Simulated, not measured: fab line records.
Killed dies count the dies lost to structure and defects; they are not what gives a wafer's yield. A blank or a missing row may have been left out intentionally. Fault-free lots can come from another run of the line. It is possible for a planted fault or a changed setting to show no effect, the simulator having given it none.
What tool caused it?	flow sky130	18 wafers from 6 lots sampled at 3 of the route's 708 steps

== WHAT THE GAUGES SHOWED, per wafer ==
SKY_LDD_HVN_TW_MEAS_10.
lot	measured	on	LDD_HVN_TW
L974	day 21 17:55	film metro-01	1458 1445 1451
L977	day 22 21:10	film metro-01	1459 1468 1453
L980	day 23 19:10	film metro-03	1438 1438 1441
L983	day 24 19:37	film metro-02	1461 1471 1463
L989	day 27 01:55	film metro-03	1508 1503 1508
L992	day 28 03:45	film metro-01	1453 1449 1448

== EACH LOT AND THE TOOL THAT RAN IT (in order: tool; ch and the chambers of the sampled wafers; start) ==
lot	SKY_VT_ADJUST_PCH_STRIP_09	SKY_LDD_HVN_IMPLANT_08
L974	plasma asher-03 ch 0,1, day 11 08:13	implanter-04 ch 0, day 21 17:40
L977	plasma asher-03 ch 0, day 12 10:52	implanter-04 ch 0, day 22 20:55
L980	plasma asher-02 ch 0,1, day 13 05:52	implanter-02 ch 0, day 23 18:55
L983	plasma asher-04 ch 0,1, day 14 05:25	implanter-02 ch 0, day 24 19:22
L989	plasma asher-04 ch 0,1, day 16 08:57	implanter-02 ch 0, day 27 01:40
L992	plasma asher-04 ch 0,1, day 17 08:11	implanter-04 ch 0, day 28 03:30
- SKY_VT_ADJUST_PCH_STRIP_09: strips in O2/N2.
- SKY_LDD_HVN_IMPLANT_08

== THE ANSWER, worked out from the rows above alone ==
Rule: what is usual is taken from the lots themselves. The widest of any qualifying gaps counts: lots, ordered by their means at a reading, are off when they make up no more than a third of the lots, leave a main group of 4 or more, and stand apart from it by 3 or more times the standard deviation of that group's means. The tables above print the reading to a certain number of digits; a main group whose means all agree to those digits is not used. A lot without any number at a reading at which 4 lots or more have one is off too. All remaining lots with rows at the step are treated as sound.
Off: L989, seen at SKY_LDD_HVN_TW_MEAS_10 (LDD_HVN_TW). The main group has a mean of 1453 with a standard deviation of 9.
If a tool, at a process step before that reading, ran all the lots that are off and no sound lot after the first of them, it fits. Gauges at SKY_LDD_HVN_TW_MEAS_10: tried the same way as those tools. Can't be told from this: 2 tools fit, implanter-02 at SKY_LDD_HVN_IMPLANT_08, film metro-03 at SKY_LDD_HVN_TW_MEAS_10.

== WHAT WAS PUT IN BY THE SIMULATOR ==
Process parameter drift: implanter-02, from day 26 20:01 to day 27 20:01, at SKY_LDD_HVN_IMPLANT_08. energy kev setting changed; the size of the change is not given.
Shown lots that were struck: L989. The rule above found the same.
